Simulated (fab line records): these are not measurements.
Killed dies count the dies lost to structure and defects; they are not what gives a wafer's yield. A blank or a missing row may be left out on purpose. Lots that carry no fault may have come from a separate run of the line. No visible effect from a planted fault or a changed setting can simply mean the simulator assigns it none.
Problem report, 8D (eight disciplines) form, completed by code ; flow sky130 ; the parts of the form that need people (team, actions taken, sign-off) are left out

1. THE PROBLEM
Wafers without a fault read 3.182 s, standard deviation 0.029; strip time to endpoint s at SKY_POLY_GATE_STRIP_18 reads a mean of 4.346 s on 6 wafers belonging to 2 lots. Measured from the usual mean, that is +40 standard deviations.
The step: strips in O2/N2.
First observed at day 22 03:41: wafer L466.2, on plasma asher-03. Wafers with a number at this step in the record: 36, from 12 lots. The rule behind "out" and "out of limits": a value lying over 4 standard deviations away from the usual mean. Any other wafer with a number is counted as sound.

2. WHAT IT IS AND WHAT IT IS NOT
question;is;is not
which readings at this step;strip time to endpoint s, oes product au;drypump motor current A, o2 flow sccm
which lots;L466, L467;L452, L453, L455, L456, L458, L470, L471, L472, L473, L474
which wafers of those lots;all that have a number;-
read on which tools;plasma asher-02, plasma asher-03;plasma asher-04
when;from day 22 03:41;"up to then (15 sound wafers); but 15 sound wafers of L470, L471, L472, L473, L474 came after"

3. SUSPECTS, AND WHAT RULES EACH OUT
Counting: any tool at a process step up to the reading is kept as a suspect provided that every lot that is out went through it and no sound lot did after the first of them.
- rie diel-01 at SKY_POLY_GATE_ETCH_16 (etches Si3N4 in CH3F/O2, stops on poly-Si, time 147.5 s, target depth 75 nm): ruled out as a lasting fault. Sound lots L470, L474 ran on it after its first lot that is out, L466 (day 22 03:32).
Left after counting: nothing in the record.

4. THE CAUSE (what the simulator had put in)
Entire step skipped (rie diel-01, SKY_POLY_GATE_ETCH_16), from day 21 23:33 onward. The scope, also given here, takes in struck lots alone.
Counting ruled it out, wrongly: the rule takes a fault to strike every lot that its tool runs from its start on, and this one did not.

5. SEQUENCE OF EFFECTS, ordered by route
Each row: a reading where the mean over the struck wafers with a number is more than 3 standard deviations away from the usual. Only readings whose record carries a usual standard deviation are examined. hours: median over the lots of the time between each lot's start at the first step of this table that gives one and its start at this step. sigmas: the change, counted in usual standard deviations.
hours;step;reading;usual;on struck wafers;change;sigmas
0;SKY_POLY_GATE_STRIP_18;oes product au;0.361 a.u.;0.411;+0.050;+11
0;SKY_POLY_GATE_STRIP_18;strip time to endpoint s;3.182 s;4.346;+1.164;+40
651;SKY_PAD_OPEN_PROBE_99;killed at front end;16;419;+403;+92
651;SKY_PAD_OPEN_PROBE_99;killed dies;89;492;+403;+43
651;SKY_PAD_OPEN_PROBE_99;killed on rim;18;96;+78;+20
Its process steps:
- SKY_POLY_GATE_STRIP_18: strips in O2/N2.
- SKY_PAD_OPEN_PROBE_99
Readings that are blank on the struck wafers while sound wafers have them: O2_flow_sccm at SKY_POLY_GATE_ETCH_16; bias w at SKY_POLY_GATE_ETCH_16; drypump motor current A at SKY_POLY_GATE_ETCH_16; oes product au at SKY_POLY_GATE_ETCH_16; throttle valve pct at SKY_POLY_GATE_ETCH_16.
Later measuring or inspecting steps at which every struck wafer that the step has a row for has a number for every such reading, and none has moved that far: SKY_SD_N_CD_MEAS_07.

6. WHAT WOULD HAVE CAUGHT IT SOONER
In this record the first reading out of limits was taken at day 22 03:41, 4 hours after the fault began at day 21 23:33.
At SKY_POLY_GATE_ETCH_16 the tool's readings are blank on the struck wafers, where sound wafers have them: an empty tool record is the first sign, and it was there at once.
